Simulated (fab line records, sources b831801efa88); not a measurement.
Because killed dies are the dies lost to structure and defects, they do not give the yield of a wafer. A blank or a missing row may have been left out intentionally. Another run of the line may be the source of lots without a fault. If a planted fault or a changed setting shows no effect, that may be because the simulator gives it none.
Which tool is to blame?	flow sfqLine	42 wafers from 14 lots sampled at 5 of the route's 325 steps

## WHAT EACH GAUGE READ, for each wafer
No reading from a measuring or inspecting step in the record can be judged against a usual standard deviation.

## TOOL THAT RAN EACH LOT (tool first, then ch and the chambers of the sampled wafers, then the start)
lot	SFQ_TRILAYER_I2_VIA_LITHO_COAT_072	SFQ_TRILAYER_I2_VIA_BARC_OPEN_VIA_ETCH_096	SFQ_TRILAYER_M3_STRIP_STRIP_079	SFQ_TRILAYER_A5B_METRO_MEASURE_131	SFQ_TRILAYER_R5_DEP_SPUTTER_132
L471	lithoTrack-02 ch 0, day 18 06:45	rieDiel-01 ch 0,2,3, day 22 23:04	rieMetal-01 ch 0,1, day 27 03:17	filmMetro-04, day 46 23:42	pvdSputter-03, day 47 00:54
L472	lithoTrack-03 ch 0, day 18 09:45	rieDiel-02 ch 0,1, day 23 02:40	rieMetal-03 ch 0,1, day 27 05:41	filmMetro-02, day 47 02:42	pvdSputter-03, day 47 03:54
L475	lithoTrack-02 ch 0, day 19 22:41	rieDiel-04 ch 1,2,3, day 24 14:01	rieMetal-01 ch 0,1, day 28 21:47	filmMetro-04, day 48 06:31	pvdSputter-03, day 48 07:07
L478	lithoTrack-02 ch 0, day 21 01:13	rieDiel-04 ch 0,1,3, day 25 11:37	rieMetal-04 ch 0,1, day 29 20:23	filmMetro-02, day 49 06:32	pvdSputter-03, day 49 07:44
L479	lithoTrack-02 ch 0, day 21 07:38	rieDiel-04 ch 1,2,3, day 25 19:16	rieMetal-01 ch 0,1, day 30 03:47	filmMetro-02, day 49 20:50	pvdSputter-05, day 49 21:38
L485	lithoTrack-03 ch 0, day 23 15:17	rieDiel-01 ch 1,2,3, day 27 17:31	rieMetal-01 ch 0,1, day 31 17:59	filmMetro-03, day 58 04:50	pvdSputter-06, day 58 06:02
L486	lithoTrack-03 ch 0, day 23 20:23	rieDiel-04 ch 1,3, day 28 00:16	rieMetal-03 ch 0,1, day 31 23:59	filmMetro-04, day 58 15:50	pvdSputter-06, day 58 16:50
L487	lithoTrack-03 ch 0, day 23 21:17	rieDiel-01 ch 1,2,3, day 28 02:40	rieMetal-03 ch 0,1, day 32 02:23	filmMetro-03, day 58 22:50	pvdSputter-06, day 59 00:02
L488	lithoTrack-04 ch 0, day 24 12:23	rieDiel-01 ch 1,2, day 28 17:49	rieMetal-01 ch 0,1, day 32 15:47	filmMetro-03, day 59 12:26	pvdSputter-06, day 59 13:14
L489	lithoTrack-02 ch 0, day 24 17:20	rieDiel-02 ch 0,3, day 28 22:37	rieMetal-01 ch 0,1, day 32 20:23	filmMetro-04, day 59 22:31	pvdSputter-03, day 59 23:43
L490	lithoTrack-02 ch 0, day 25 06:20	rieDiel-04 ch 1,2, day 29 13:01	rieMetal-01 ch 1, day 33 11:53	filmMetro-03, day 61 01:44	pvdSputter-03, day 61 02:44
L491	lithoTrack-02 ch 0, day 25 18:20	rieDiel-02 ch 0,2, day 30 01:01	rieMetal-01 ch 1, day 33 19:05	filmMetro-02, day 61 08:00	pvdSputter-06, day 61 09:00
L492	lithoTrack-02 ch 0, day 26 05:24	rieDiel-04 ch 0,1, day 30 10:37	rieMetal-03 ch 0,1, day 34 01:05	filmMetro-03, day 61 08:44	pvdSputter-05, day 61 09:56
L493	lithoTrack-02 ch 0, day 26 12:23	rieDiel-04 ch 0,1,2, day 30 15:25	rieMetal-04 ch 0,1, day 34 04:41	filmMetro-03, day 61 16:16	pvdSputter-05, day 61 17:16
- SFQ_TRILAYER_I2_VIA_LITHO_COAT_072: resist thk 62 nm.
- SFQ_TRILAYER_I2_VIA_BARC_OPEN_VIA_ETCH_096: etches BARC in O2, target depth 125 nm, time 41.7 s.
- SFQ_TRILAYER_M3_STRIP_STRIP_079: strips in O2.
- SFQ_TRILAYER_A5B_METRO_MEASURE_131
- SFQ_TRILAYER_R5_DEP_SPUTTER_132: material Ti, target thk 5 nm, time 5 s.

## WHAT THE TOOLS THEMSELVES READ (means of the sampled wafers that have a number; where no wafer has one, the mark that the record gives instead)
SFQ_TRILAYER_I2_VIA_BARC_OPEN_VIA_ETCH_096. Usual: biasW 80.00 W, standard deviation 0.23; drypumpMotorCurrentA 5.9 A, standard deviation 0.38; oesProductAu 0.685 a.u., standard deviation 0.0047.
lot	tool	biasW (W)	drypumpMotorCurrentA (A)	oesProductAu (a.u.)	flag
L471	rieDiel-01	79.86	5.8	0.685	
L472	rieDiel-02	79.98	5.6	0.689	
L475	rieDiel-04	79.94	6.0	0.683	
L478	rieDiel-04	80.19	5.9	0.697	
L479	rieDiel-04	79.89	6.0	0.697	
L485	rieDiel-01	80.11	5.9	0.686	
L486	rieDiel-04	79.91	5.7	0.682	
L487	rieDiel-01	80.23	5.9	0.683	
L488	rieDiel-01	79.97	5.8	0.680	
L489	rieDiel-02	80.33	6.0	0.684	
L490	rieDiel-04	79.88	6.2	0.684	
L491	rieDiel-02	79.92	6.0	0.691	
L492	rieDiel-04	80.07	6.3	0.683	
L493	rieDiel-04	80.08	6.1	0.685	

SFQ_TRILAYER_M3_STRIP_STRIP_079. Usual: drypumpMotorCurrentA 5.19 A, standard deviation 0.16; heBacksideLeakSccm 3.47 sccm, standard deviation 0.15; oesProductAu 1.007 a.u., standard deviation 0.012.
lot	tool	drypumpMotorCurrentA (A)	heBacksideLeakSccm (sccm)	oesProductAu (a.u.)	flag
L471	rieMetal-01	5.13	3.45	1.013	
L472	rieMetal-03	5.38	3.37	1.012	
L475	rieMetal-01	5.13	3.37	1.019	
L478	rieMetal-04	4.92	3.52	0.993	
L479	rieMetal-01	5.08	3.48	1.015	
L485	rieMetal-01	5.12	3.70	1.010	
L486	rieMetal-03	5.35	3.56	1.009	
L487	rieMetal-03	5.36	3.48	1.015	
L488	rieMetal-01	5.11	3.41	1.018	
L489	rieMetal-01	5.13	3.43	1.017	
L490	rieMetal-01	5.19	3.57	1.021	
L491	rieMetal-01	5.16	3.67	1.028	
L492	rieMetal-03	5.35	3.43	0.992	
L493	rieMetal-04	4.99	3.44	1.005	

SFQ_TRILAYER_A5B_METRO_MEASURE_131. Usual: 342 nm for thkNm, sd 7.3.
lot	tool	thkNm (nm)	flag
L471	filmMetro-04	348	
L472	filmMetro-02	339	
L475	filmMetro-04	350	
L478	filmMetro-02	349	
L479	filmMetro-02	334	
L485	filmMetro-03	339	
L486	filmMetro-04	341	
L487	filmMetro-03	338	
L488	filmMetro-03	352	
L489	filmMetro-04	336	
L490	filmMetro-03	339	
L491	filmMetro-02	353	
L492	filmMetro-03	342	
L493	filmMetro-03	343	

SFQ_TRILAYER_R5_DEP_SPUTTER_132. Usual: 30.1 % for throttleValvePct, sd 1.1.
lot	tool	throttleValvePct (%)	flag
L471	pvdSputter-03	30.1	
L472	pvdSputter-03	30.6	
L475	pvdSputter-03	30.1	
L478	pvdSputter-03	30.8	
L479	pvdSputter-05	31.6	
L485	pvdSputter-06	28.7	
L486	pvdSputter-06	29.5	
L487	pvdSputter-06	29.5	
L488	pvdSputter-06	28.9	
L489	pvdSputter-03	30.0	
L490	pvdSputter-03	29.2	
L491	pvdSputter-06	29.3	
L492	pvdSputter-05	31.0	
L493	pvdSputter-05	31.0	

## THE ANSWER, worked out from the rows above alone
Rule: take the mean of a lot's wafers that have a number; if it is more than 3 standard deviations from the usual mean, the lot is off. Also off: a lot with no number at a reading for which 4 or more lots have one. All remaining lots with rows at the step are treated as sound. The gauges are gone through in route order, then the tools' own readings, and for those a lot's mean is taken as printed above. At the first step where some lot is off, the reading lying furthest off is the one used; lots without a number count as furthest.
No lot is off at any reading shown: from this, nothing can be told.

## WHAT HAD BEEN PUT IN BY THE SIMULATOR
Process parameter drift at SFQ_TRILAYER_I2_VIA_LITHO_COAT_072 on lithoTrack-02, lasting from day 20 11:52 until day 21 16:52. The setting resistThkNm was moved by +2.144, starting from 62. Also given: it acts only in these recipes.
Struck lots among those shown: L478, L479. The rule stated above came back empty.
